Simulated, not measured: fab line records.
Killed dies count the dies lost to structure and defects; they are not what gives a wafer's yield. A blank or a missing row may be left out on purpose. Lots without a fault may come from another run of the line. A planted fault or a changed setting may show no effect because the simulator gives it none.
fab line records	flow sky130
[record] lots = 7	wafers = 21	last-day = 50
route steps=708 shown POLY_GATE@222 PAD_OPEN@708
lots that met no fault: taken from a fault-free run of the same line
start-h: hours from the record's first day to the start of the lot's first wafer shown	wait-h: hours since the lot's step before	" the same as in the row above	L1.1+2: a row that stands for several wafers	- no value, or no start was given	* or withheld: withheld	< > ~ a bound
route shown NAME@n: names a module that has steps shown in the file, with the first one's number in the route	usual: average and standard deviation across the fault-free wafers	same: alike in all rows	chamber/n: place in a boat	sites: the reading at each site	_std_site: their standard deviation	_edge_site: inner sites' mean taken away from outer sites' mean	radius-mm: for every site, how far away it sits from the centre of the wafer	mask NAME#n: copy n	behind: the most recent tool/chamber to have shaped the wafer	hold: what put the lot on hold/how long, in hours/how the hold closed	device: names the non-switching transistor (n, p or np)	end of line: the same wafers' tests at the end of the route	for a step that has no rows: nothing shown but its recipe	killed: count of dies lost to structure and defects at first sort (not the wafer's yield)	map: a wafer's dies, marking killed ones x, the rest . and places with no die _
set.NAME: the setting the step ran with; set.NAME@STEP: the setting that earlier step ran with	model.NAME: the simulator's own value behind a step, which no gauge read
lots seen at some steps along the route; tables by step, rows by wafer
services: the hour from which a tool's chamber was out of use, counted from the record's first day as start-h (under 0 if before that day), plus the number of hours and why
[[steps]]
[step SKY_POLY_GATE_COAT_08]
[recipe] resist = KrF-thick	spin-rpm = 3000	resist-thk-nm = 450
[step SKY_POLY_GATE_SOFTBAKE_09]
[recipe] temp-c = 100	time-s = 90	resist = KrF-thick
[step SKY_POLY_GATE_EXPOSE_10]
[recipe] mask-id = P1M	na = 0.68	source-shape = conventional	sigma-outer = 0.6	target-cd-nm = 150	dose-mj = 28
[step SKY_POLY_GATE_PEB_11]
[recipe] peb-temp-c = withheld	peb-time-s = withheld	resist = KrF-thick
[step SKY_POLY_GATE_DEVELOP_12]
[recipe] develop-time-s = 60	resist = KrF-thick	dev-temp-c = 21
[step SKY_POLY_GATE_CD_MEAS_13]
[recipe] target-cd-nm = 150
[usual] cd-nm = 150.5/1.7
lot.wafer	tool	chamber	start-h	wait-h	cd-nm
L653.1	cd-sem-02	-	367.83	-	153.3
L653.3	"	-	"	"	153.5
L653.6	"	-	"	"	154.5
L655.3	cd-sem-02	-	394.60	-	148.5
L655.4	"	-	"	"	150.2
L655.5	"	-	"	"	148.7
L664.1	cd-sem-02	-	470.41	-	152.3
L664.4	"	-	"	"	150.8
L664.6	"	-	"	"	150.4
L666.1	cd-sem-01	-	489.68	-	149.6
L666.3	"	-	"	"	150.0
L666.6	"	-	"	"	149.8
L667.1	cd-sem-01	-	498.66	-	150.2
L667.2	"	-	"	"	151.4
L667.6	"	-	"	"	150.8
L674.1	cd-sem-01	-	561.41	-	150.4
L674.2	"	-	"	"	148.6
L674.3	"	-	"	"	150.0
L676.2	cd-sem-01	-	582.65	-	149.9
L676.3	"	-	"	"	149.5
L676.5	"	-	"	"	150.5
[step SKY_POLY_GATE_OVL_MEAS_14]
[usual] POLY_GATE_OVL = -3/6
lot.wafer	tool	chamber	start-h	wait-h	POLY_GATE_OVL[nm]
L653.1	overlay-01	-	367.95	0.1	-11
L653.3	"	-	"	"	-6
L653.6	"	-	"	"	-9
L655.3	overlay-01	-	394.70	0.1	3
L655.4	"	-	"	"	0
L655.5	"	-	"	"	1
L664.1	overlay-01	-	470.53	0.1	-2
L664.4	"	-	"	"	-9
L664.6	"	-	"	"	-7
L666.1	overlay-01	-	489.80	0.1	-8
L666.3	"	-	"	"	-8
L666.6	"	-	"	"	-9
L667.1	overlay-02	-	498.78	0.1	2
L667.2	"	-	"	"	-2
L667.6	"	-	"	"	0
L674.1	overlay-01	-	561.53	0.1	1
L674.2	"	-	"	"	5
L674.3	"	-	"	"	-8
L676.2	overlay-02	-	582.76	0.1	-7
L676.3	"	-	"	"	-12
L676.5	"	-	"	"	-12
[step SKY_POLY_GATE_ETCH_15]
[recipe] chemistry = N2/H2	target = BARC	ion-energy-ev = 200	source-w = 500	bias-w = 100	pressure-mtorr = 30	n2-flow-sccm = 100	h2-flow-sccm = 200	stop-on = SiO2	time-s = 118.5	target-depth-a = 1100
[usual] drypump-motor-current-A = 5.8/0.31	n2-flow-sccm = 100.0/0.3	oes-product-au = 0.717/0.0046	throttle-valve-pct = 13.213/0.009
lot.wafer	tool	chamber	start-h	wait-h	drypump-motor-current-A	n2-flow-sccm	oes-product-au	rf-hours-counter-h	throttle-valve-pct
L653.1	rie-diel-03	3	367.99	0.0	5.2	100.5	0.717	107	13.227
L653.3	"	0	"	"	6.1	99.6	0.718	14	13.212
L653.6	"	3	"	"	5.2	100.2	0.725	-	13.219
L655.3	rie-diel-02	0	394.72	0.0	5.7	100.1	0.715	1	13.223
L655.4	"	2	"	"	5.7	99.2	0.717	13	13.212
L655.5	"	3	"	"	6.2	100.0	0.711	-	13.221
L664.1	rie-diel-03	1	470.57	0.0	6.5	100.2	0.722	76	13.209
L664.4	"	0	"	"	6.1	99.8	0.719	16	13.205
L664.6	"	1	"	"	6.5	100.0	0.707	-	13.208
L666.1	rie-diel-02	1	489.84	0.0	6.0	100.6	0.716	6	13.208
L666.3	"	3	"	"	6.2	99.7	0.718	6	13.210
L666.6	"	2	"	"	5.7	100.3	0.715	-	13.219
L667.1	rie-diel-03	0	498.82	0.0	6.1	100.1	0.718	16	13.205
L667.2	"	3	"	"	5.2	99.6	0.718	2	13.213
L667.6	"	2	"	"	6.0	99.8	0.721	-	13.221
L674.1	rie-diel-02	2	561.57	0.0	5.7	100.2	0.720	17	13.213
L674.2	"	0	"	"	5.7	100.4	0.714	5	13.202
L674.3	"	3	"	"	6.2	100.1	0.723	7	13.191
L676.2	rie-diel-02	2	582.79	0.0	5.7	100.0	0.715	18	13.226
L676.3	"	1	"	"	6.0	100.1	0.716	9	13.211
L676.5	"	3	"	"	6.2	100.5	0.722	-	13.207
[step SKY_POLY_GATE_ETCH_16]
[recipe] stop-on = poly-Si	chemistry = CH3F/O2	target = Si3N4	source-w = 400	bias-w = 80	pressure-mtorr = 25	ch3f-flow-sccm = 40	O2_flow_sccm = 30	time-s = 147.5	target-depth-a = 750
[usual] drypump-motor-current-A = 5.8/0.31	oes-product-au = 0.642/0.0053	throttle-valve-pct = 10.536/0.0092
lot.wafer	tool	chamber	start-h	wait-h	drypump-motor-current-A	oes-product-au	rf-hours-counter-h	throttle-valve-pct
L653.1	rie-diel-03	3	368.07	0.0	5.2	0.646	107	10.530
L653.3	"	0	"	"	6.1	0.634	14	10.545
L653.6	"	3	"	"	5.2	0.638	-	10.545
L655.3	rie-diel-02	0	394.80	0.0	5.7	0.645	1	10.534
L655.4	"	2	"	"	5.7	0.642	13	10.529
L655.5	"	3	"	"	6.2	0.646	-	10.532
L664.1	rie-diel-03	1	470.65	0.0	6.4	0.635	76	10.552
L664.4	"	0	"	"	6.1	0.640	16	10.532
L664.6	"	1	"	"	6.4	0.641	-	10.546
L666.1	rie-diel-02	1	489.92	0.0	6.0	0.647	7	10.543
L666.3	"	3	"	"	6.2	0.646	6	10.520
L666.6	"	2	"	"	5.7	0.651	-	10.536
L667.1	rie-diel-03	0	498.90	0.0	6.1	0.641	17	10.541
L667.2	"	3	"	"	5.2	0.635	2	10.549
L667.6	"	2	"	"	6.0	0.642	-	10.529
L674.1	rie-diel-02	2	561.65	0.0	5.7	0.644	18	10.527
L674.2	"	0	"	"	5.7	0.646	5	10.552
L674.3	"	3	"	"	6.1	0.644	7	10.539
L676.2	rie-diel-02	2	582.87	0.0	5.7	0.641	18	10.536
L676.3	"	1	"	"	6.0	0.636	9	10.542
L676.5	"	3	"	"	6.2	0.645	-	10.536
[step SKY_POLY_GATE_ETCH_17]
[recipe] target-depth-nm = 180	stop-on = SiO2	over-etch-frac = 0.56667	chemistry = HBr/Cl2	target = poly-Si	icp-w = 400	bias-w = 100	pressure-mtorr = 10	HBr_flow_sccm = 150	Cl2_flow_sccm = 50	time-s = 70.5
[usual] drypump-motor-current-A = 5.75/0.24	oes-product-au = 0.986/0.0072	throttle-valve-pct = 33.684/0.0099
lot.wafer	tool	chamber	start-h	wait-h	drypump-motor-current-A	oes-product-au	rf-hours-counter-h	throttle-valve-pct
L653.1	rie-si-01	2	368.17	0.0	5.69	0.976	0	33.688
L653.3	"	2	"	"	5.75	0.982	-	33.677
L653.6	"	2	"	"	5.72	0.978	-	33.673
L655.3	rie-si-02	3	394.90	0.0	5.73	0.991	6	33.688
L655.4	"	2	"	"	6.06	0.989	19	33.686
L655.5	"	1	"	"	5.40	0.997	-	33.687
L664.1	rie-si-02	3	470.75	0.0	5.70	0.992	7	33.686
L664.4	"	1	"	"	5.39	0.986	35	33.683
L664.6	"	0	"	"	5.68	0.985	-	33.678
L666.1	rie-si-02	0	490.02	0.0	5.70	0.979	0	33.683
L666.3	"	2	"	"	6.06	0.990	20	33.689
L666.6	"	1	"	"	5.37	0.997	-	33.694
L667.1	rie-si-01	3	499.00	0.0	5.42	0.998	0	33.697
L667.2	"	1	"	"	6.11	0.991	26	33.675
L667.6	"	1	"	"	6.07	0.996	-	33.691
L674.1	rie-si-02	1	561.75	0.0	5.39	0.990	35	33.693
L674.2	"	0	"	"	5.71	0.986	1	33.688
L674.3	"	3	"	"	5.72	0.985	7	33.680
L676.2	rie-si-01	3	582.97	0.0	5.42	0.995	1	33.692
L676.3	"	2	"	"	5.70	0.985	2	33.694
L676.5	"	0	"	"	5.85	0.992	-	33.688
[step SKY_POLY_GATE_STRIP_18]
[recipe] chemistry = O2/N2	power-w = 1400	pressure-mtorr = 1500	platen-temp-c = withheld	o2-flow-sccm = 3000	n2-flow-sccm = 300	overash-fraction = 0.5
[usual] drypump-motor-current-A = 5.5/0.52	n2-flow-sccm = 300.0/0.88	oes-product-au = 0.360/0.0048	strip-time-to-endpoint-s = 3.160/0.03
lot.wafer	tool	chamber	start-h	wait-h	drypump-motor-current-A	n2-flow-sccm	oes-product-au	rf-hours-counter-h	strip-time-to-endpoint-s
L653.1	plasma-asher-01	0	368.25	0.1	5.7	298.9	0.368	25	3.169
L653.3	"	1	"	"	5.6	300.0	0.362	-	3.178
L653.6	"	1	"	"	5.6	300.2	0.357	-	3.138
L655.3	plasma-asher-01	0	394.99	0.1	5.7	301.2	0.365	-	3.147
L655.4	"	1	"	"	5.6	299.7	0.356	-	3.090
L655.5	"	1	"	"	5.6	299.5	0.351	-	3.114
L664.1	plasma-asher-04	1	470.81	0.0	4.8	298.2	0.359	65	3.176
L664.4	"	0	"	"	6.2	300.4	0.365	-	3.185
L664.6	"	1	"	"	4.8	299.9	0.361	-	3.159
L666.1	plasma-asher-04	1	490.07	0.0	4.8	299.7	0.368	67	3.197
L666.3	"	1	"	"	4.8	299.5	0.362	-	3.144
L666.6	"	0	"	"	6.2	299.0	0.362	-	3.148
L667.1	plasma-asher-04	0	499.06	0.0	6.2	300.2	0.357	68	3.171
L667.2	"	1	"	"	4.8	299.5	0.362	68	3.156
L667.6	"	0	"	"	6.2	299.7	0.362	-	3.143
L674.1	plasma-asher-04	1	561.81	0.0	4.8	300.5	0.359	74	3.138
L674.2	"	0	"	"	6.2	299.0	0.354	74	3.162
L674.3	"	0	"	"	6.2	300.3	0.359	-	3.150
L676.2	plasma-asher-01	1	583.02	0.0	5.6	299.8	0.372	47	3.122
L676.3	"	1	"	"	5.6	299.4	0.366	-	3.172
L676.5	"	0	"	"	5.7	300.1	0.365	-	3.123
[step SKY_POLY_GATE_CLEAN_19]
[recipe] chemistry = SC1/SC2	mix = 1:4:20	temp-c = 70	time-s = 150	dry = n2-spin
[step SKY_POLY_GATE_OXIDATION_20]
[recipe] temp-c = 850	ambient = O2	stabilise-s = 600	purge-s = 300	target-thk-a = 40	ox-time-s = 899
lot.wafer	tool	chamber	start-h	wait-h
L653.1+3+6	furnace-02	0	368.54	0.1
L655.3+4+5	furnace-01	0	395.11	0.0
L664.1+4+6	furnace-02	0	471.02	0.1
L666.1+3+6	furnace-02	0	491.50	1.3
L667.1+2+6	furnace-01	0	499.21	0.0
L667.1+2+6	furnace-02	0	501.53	1.1
L674.1+2+3	furnace-01	0	561.96	0.0
L674.1+2+3	furnace-01	0	563.37	0.2
L676.2+3+5	furnace-01	0	583.74	0.6
L676.2+3+5	furnace-01	0	585.15	0.2
[step SKY_POLY_GATE_THK_MEAS_21]
[recipe] reads = SiO2_of_POLY_GATE_OXIDATION_20
[usual] POLY_GATE_OXIDATION_THK = 3.99/0.092
lot.wafer	tool	chamber	start-h	wait-h	POLY_GATE_OXIDATION_THK[nm]
L653.1	film-metro-02	-	369.79	0.0	3.86
L653.3	"	-	"	"	3.93
L653.6	"	-	"	"	3.85
L655.3	film-metro-02	-	396.38	0.0	3.92
L655.4	"	-	"	"	3.91
L655.5	"	-	"	"	3.85
L664.1	film-metro-03	-	472.27	0.0	4.09
L664.4	"	-	"	"	4.01
L664.6	"	-	"	"	4.10
L666.1	film-metro-02	-	492.75	0.0	4.00
L666.3	"	-	"	"	3.89
L666.6	"	-	"	"	3.93
L667.1	film-metro-01	-	502.78	0.0	6.43
L667.2	"	-	"	"	6.47
L667.6	"	-	"	"	6.34
L674.1	film-metro-03	-	565.00	0.4	6.70
L674.2	"	-	"	"	6.63
L674.3	"	-	"	"	6.75
L676.2	film-metro-02	-	586.41	0.0	6.47
L676.3	"	-	"	"	6.44
L676.5	"	-	"	"	6.60
[step SKY_POLY_GATE_CD_MEAS_22]
[usual] cd-nm = 150.5/2
lot.wafer	tool	chamber	start-h	wait-h	cd-nm
L653.1	cd-sem-02	-	369.85	0.1	151.4
L653.3	"	-	"	"	152.6
L653.6	"	-	"	"	152.3
L655.3	cd-sem-02	-	396.47	0.1	147.4
L655.4	"	-	"	"	149.0
L655.5	"	-	"	"	147.5
L664.1	cd-sem-02	-	472.33	0.1	153.1
L664.4	"	-	"	"	150.5
L664.6	"	-	"	"	148.5
L666.1	cd-sem-01	-	492.81	0.1	151.2
L666.3	"	-	"	"	150.6
L666.6	"	-	"	"	148.0
L667.1	cd-sem-01	-	503.00	0.2	151.3
L667.2	"	-	"	"	150.2
L667.6	"	-	"	"	150.7
L674.1	cd-sem-01	-	565.06	0.1	149.6
L674.2	"	-	"	"	150.3
L674.3	"	-	"	"	150.0
L676.2	cd-sem-01	-	586.49	0.1	148.5
L676.3	"	-	"	"	148.7
L676.5	"	-	"	"	150.0
[step SKY_PAD_OPEN_PROBE_99]
[usual] killed_at_M0_to_M3 = 43/7.2	killed_at_M4_up = 3.0/2	killed-at-contacts = 24/5.5	killed-at-front-end = 15/4.2	killed-at-other = 0.3/0.51	killed-dies = 85/10	killed-open = 46/7.3	killed-short = 38/6.4
[same] gross-dies = 492	killed-at-back-side = 0
lot.wafer	tool	chamber	start-h	wait-h	killed_at_M0_to_M3	killed_at_M4_up	killed-at-contacts	killed-at-front-end	killed-at-other	killed-dies	killed-open	killed-short	model.etest.tip-sonos.rs-ohm-sq	model.etest.tip-p.rs-ohm-sq	model.etest.pfet_01v8.r-on-ohm-um	model.etest.res-pdiff.line-ohm-um	model.etest.tip-n.rs-ohm-sq	model.etest.nfet_01v8.r-on-ohm-um	model.etest.res-ndiff.line-ohm-um	model.etest.sonos-uncharged.r-on-ohm-um
L653.1	prober-02	-	1076.18	0.1	50	2	19	7	1	79	43	36	2624	6860	2933	1348	445.1	852.4	758.8	824.7
L653.3	prober-02	-	1076.28	0.2	38	6	19	11	0	74	46	28	2607	6900	2959	1334	444.6	859.5	753.6	829.1
L653.6	prober-02	-	1076.43	0.2	50	5	23	13	1	92	51	41	2622	6926	2947	1343	447.8	868	749.4	839.2
L655.3	prober-02	-	1093.48	0.2	48	6	26	17	0	97	46	51	2687	6768	2754	1326	438.4	822.4	742.4	798.5
L655.4	prober-02	-	1093.53	0.2	39	4	25	14	0	82	47	35	2662	6757	2800	1291	437.2	830.5	735.6	809.3
L655.5	prober-02	-	1093.58	0.2	40	6	21	19	1	87	46	41	2664	6673	2703	1308	435.8	822.3	746.5	802.7
L664.1	prober-02	-	1143.82	0.1	41	2	26	9	0	78	42	36	2705	6854	2979	1380	440.6	861.5	779.8	838.2
L664.4	prober-02	-	1143.97	0.2	32	3	18	11	0	64	29	35	2669	6842	2933	1350	440.6	851.2	771.9	829.4
L664.6	prober-02	-	1144.07	0.2	33	6	29	16	0	84	42	42	2761	6910	2905	1358	442.6	845.3	778.2	828.9
L666.1	prober-02	-	1156.55	0.1	42	3	36	15	1	97	49	48	2679	6976	3008	1389	440.9	855	775	837.9
L666.3	prober-02	-	1156.65	0.2	36	3	27	14	0	80	48	32	2583	7031	2967	1383	442.4	835.3	756.3	817.4
L666.6	prober-02	-	1156.80	0.2	50	0	23	18	0	91	49	42	2619	7024	2925	1383	438.4	834.4	758.7	807
L667.1	prober-01	-	1162.95	0.1	37	4	15	16	0	72	47	25	2999	7228	2996	1429	486.9	868.6	756.6	830.7
L667.2	prober-01	-	1163.00	0.1	50	2	24	20	0	96	51	45	2991	7211	2998	1434	492.2	864.7	794.6	826.2
L667.6	prober-01	-	1163.20	0.2	45	1	22	9	1	78	38	40	3001	7204	2990	1427	487.2	865.6	784.4	832.4
L674.1	prober-02	-	1197.59	0.1	54	4	22	15	0	95	54	41	3158	7212	3074	1409	488.2	875.8	788.2	844.9
L674.2	prober-02	-	1197.64	0.1	54	1	23	23	0	101	58	43	3217	7270	3086	1427	491.4	888.4	809.7	832.2
L674.3	prober-02	-	1197.69	0.2	52	3	26	19	1	101	55	46	3274	7245	3056	1427	492.3	898.8	803.9	836.9
L676.2	prober-01	-	1211.03	0.1	42	3	25	14	1	85	46	39	3084	7313	3061	1494	489.9	852.3	807.9	834.3
L676.3	prober-01	-	1211.08	0.2	51	14	14	15	0	94	48	46	3037	7372	3062	1456	490.4	852.7	806.5	839.5
L676.5	prober-01	-	1211.18	0.2	54	3	16	23	0	96	49	47	3122	7370	3034	1451	488.9	879.1	809.6	834.6
// killed by level:class
L653.1 VIA1:geometric-particle:open=10 METAL1:geometric-particle:short=8 LI_CONTACT:geometric-particle:open=8 VIA2:geometric-particle:open=8 VIA3:geometric-particle:open=7 METAL2:geometric-particle:short=6 VIA1:geometric-particle:short=4 FIELD_ISO:geometric-particle:open=3
L653.3 VIA3:geometric-particle:open=10 VIA1:geometric-particle:open=9 LI_CONTACT:geometric-particle:open=7 CONTACT:geometric-particle:open=6 METAL1:geometric-particle:short=6 FIELD_ISO:geometric-particle:open=5 CONTACT:geometric-particle:short=4 VIA2:geometric-particle:short=4
L653.6 CONTACT:geometric-particle:open=10 VIA1:geometric-particle:open=9 METAL1:geometric-particle:short=8 VIA3:geometric-particle:open=7 VIA1:geometric-particle:short=6 VIA2:geometric-particle:open=6 POLY_GATE:geometric-particle:open=4 LI_CONTACT:geometric-particle:short=4
L655.3 VIA3:geometric-particle:open=11 LI_CONTACT:geometric-particle:open=9 VIA2:geometric-particle:open=9 FIELD_ISO:geometric-particle:short=8 CONTACT:geometric-particle:open=7 VIA3:geometric-particle:short=7 VIA2:geometric-particle:short=6 POLY_GATE:geometric-particle:short=5
L655.4 LI_CONTACT:geometric-particle:open=9 VIA3:geometric-particle:open=9 CONTACT:geometric-particle:open=9 VIA1:geometric-particle:open=6 VIA2:geometric-particle:open=5 LOCAL_INTERCONNECT:geometric-particle:short=4 VIA3:geometric-particle:short=4 METAL4:geometric-particle:short=4
L655.5 METAL2:geometric-particle:short=11 VIA3:geometric-particle:open=10 FIELD_ISO:geometric-particle:open=7 CONTACT:geometric-particle:open=7 VIA2:geometric-particle:open=7 LOCAL_INTERCONNECT:geometric-particle:short=6 FIELD_ISO:geometric-particle:short=4 VIA1:geometric-particle:open=4
L664.1 CONTACT:geometric-particle:open=13 METAL1:geometric-particle:short=9 VIA1:geometric-particle:open=6 LI_CONTACT:geometric-particle:open=5 LOCAL_INTERCONNECT:geometric-particle:short=5 METAL2:geometric-particle:short=5 VIA2:geometric-particle:short=5 VIA2:geometric-particle:open=5
L664.4 VIA1:geometric-particle:open=9 CONTACT:geometric-particle:open=8 FIELD_ISO:geometric-particle:short=6 METAL2:geometric-particle:short=6 CONTACT:geometric-particle:short=5 METAL3:geometric-particle:short=4 LI_CONTACT:geometric-particle:open=3 METAL1:geometric-particle:short=3
L664.6 CONTACT:geometric-particle:open=10 VIA1:geometric-particle:open=8 LI_CONTACT:geometric-particle:open=7 CONTACT:geometric-particle:short=6 METAL2:geometric-particle:short=6 VIA1:geometric-particle:short=5 POLY_GATE:geometric-particle:open=4 LOCAL_INTERCONNECT:geometric-particle:short=4
L666.1 CONTACT:geometric-particle:open=12 LI_CONTACT:geometric-particle:open=9 CONTACT:geometric-particle:short=9 VIA3:geometric-particle:open=8 METAL1:geometric-particle:short=7 VIA1:geometric-particle:open=7 LOCAL_INTERCONNECT:geometric-particle:short=6 METAL2:geometric-particle:short=6
L666.3 VIA1:geometric-particle:open=14 CONTACT:geometric-particle:open=11 LI_CONTACT:geometric-particle:open=6 FIELD_ISO:geometric-particle:open=5 METAL2:geometric-particle:short=5 POLY_GATE:geometric-particle:short=5 CONTACT:geometric-particle:short=4 LI_CONTACT:geometric-particle:short=3
L666.6 CONTACT:geometric-particle:open=10 VIA1:geometric-particle:open=9 FIELD_ISO:geometric-particle:open=8 VIA2:geometric-particle:open=8 VIA1:geometric-particle:short=7 METAL3:geometric-particle:short=5 METAL1:geometric-particle:short=5 LI_CONTACT:geometric-particle:open=4
L667.1 VIA1:geometric-particle:open=8 VIA2:geometric-particle:open=8 CONTACT:geometric-particle:open=7 LI_CONTACT:geometric-particle:open=6 METAL1:geometric-particle:short=6 VIA3:geometric-particle:open=6 POLY_GATE:geometric-particle:open=5 FIELD_ISO:geometric-particle:open=4
L667.2 VIA1:geometric-particle:open=14 VIA3:geometric-particle:open=8 METAL2:geometric-particle:short=7 POLY_GATE:geometric-particle:open=6 CONTACT:geometric-particle:open=6 LOCAL_INTERCONNECT:geometric-particle:short=6 CONTACT:geometric-particle:short=5 VIA3:geometric-particle:short=5
L667.6 VIA3:geometric-particle:open=9 VIA1:geometric-particle:open=7 LOCAL_INTERCONNECT:geometric-particle:short=7 LI_CONTACT:geometric-particle:open=5 METAL1:geometric-particle:short=5 CONTACT:geometric-particle:open=5 METAL2:geometric-particle:short=5 VIA2:geometric-particle:short=5
L674.1 VIA1:geometric-particle:open=19 LI_CONTACT:geometric-particle:open=7 CONTACT:geometric-particle:open=7 VIA3:geometric-particle:open=6 VIA2:geometric-particle:open=6 VIA2:geometric-particle:short=5 METAL2:geometric-particle:short=5 VIA1:geometric-particle:short=5
L674.2 VIA1:geometric-particle:open=11 VIA2:geometric-particle:open=11 CONTACT:geometric-particle:open=8 LI_CONTACT:geometric-particle:open=7 VIA3:geometric-particle:short=7 FIELD_ISO:geometric-particle:short=5 POLY_GATE:geometric-particle:short=5 FIELD_ISO:geometric-particle:open=4
L674.3 VIA1:geometric-particle:open=17 CONTACT:geometric-particle:open=11 POLY_GATE:geometric-particle:short=8 METAL2:geometric-particle:short=8 VIA3:geometric-particle:open=6 LI_CONTACT:geometric-particle:open=5 CONTACT:geometric-particle:short=5 METAL1:geometric-particle:short=5
L676.2 CONTACT:geometric-particle:open=14 VIA1:geometric-particle:open=12 POLY_GATE:geometric-particle:short=8 VIA2:geometric-particle:open=5 VIA1:geometric-particle:short=5 VIA3:geometric-particle:open=5 METAL2:geometric-particle:short=4 LOCAL_INTERCONNECT:geometric-particle:short=4
L676.3 VIA1:geometric-particle:open=12 METAL4:geometric-particle:short=10 VIA3:geometric-particle:open=7 CONTACT:geometric-particle:open=7 VIA2:geometric-particle:open=6 VIA1:geometric-particle:short=5 POLY_GATE:geometric-particle:short=5 VIA2:geometric-particle:short=5
L676.5 VIA1:geometric-particle:open=12 METAL1:geometric-particle:short=9 CONTACT:geometric-particle:open=8 VIA2:geometric-particle:open=8 FIELD_ISO:geometric-particle:open=6 POLY_GATE:geometric-particle:short=6 VIA1:geometric-particle:short=5 FIELD_ISO:geometric-particle:short=4
[[services]]
tool	chamber	start-h	hours	kind
rie-si-02	-	363.23	0.7	repair
rie-si-02	0	365.34	5.8	repair
rie-si-01	1	367.16	5.9	repair
rie-diel-02	3	367.22	5.9	repair
furnace-02	-	371.83	1.2	repair
rie-diel-03	1	382.16	7.6	repair
rie-diel-03	-	397.20	0.4	repair
rie-diel-03	1	405.00	4.2	repair
plasma-asher-04	-	414.44	2.8	pm
plasma-asher-01	-	418.91	2.3	repair
rie-si-01	3	419.73	38.8	repair
rie-diel-03	-	422.79	2.8	pm
rie-diel-02	-	430.79	0.7	repair
plasma-asher-04	-	441.30	0.4	repair
rie-diel-03	1	442.85	3.8	repair
furnace-01	-	477.90	3.2	pm
rie-diel-03	0	480.96	4.8	repair
rie-diel-03	-	502.09	0.9	repair
furnace-01	-	509.75	3.0	pm
rie-diel-02	-	527.59	0.2	repair
rie-diel-03	1	531.28	1.7	repair
rie-diel-02	3	541.71	14.7	repair
furnace-02	-	545.28	3.5	pm
rie-diel-02	0	582.54	2.9	repair
[[key]]
[first-sign] step = SKY_POLY_GATE_OXIDATION_20	reading = visit	direction = added
[effect] step = SKY_POLY_GATE_THK_MEAS_21	reading = POLY_GATE_OXIDATION_THK	direction = up	sigmas = 28	usual = 3.99	struck = 6.54
[model-effect] step = SKY_PAD_OPEN_PROBE_99	value = etest.tip-sonos.rs-ohm-sq	without = 2615	struck = 3098
met-at SKY_POLY_GATE_OXIDATION_20
struck-wafers L667.1,L667.2,L667.6,L674.1,L674.2,L674.3,L676.2,L676.3,L676.5
tester-left-out L667,L674,L676
[fault] kind = repeated-step-whole	tool = furnace-01,furnace-02	chamber = -	onset-h = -	steps = SKY_POLY_GATE_OXIDATION_20	times = 1	scope = struck-lots-only
// tester-left-out: of these lots the tester's yield and bins aren't shown, on N5 and GAA mostly nor the transistor test; their killed dies are dies lost to structure and defects alone, not to doping, threshold or leakage, so they don't give the yield
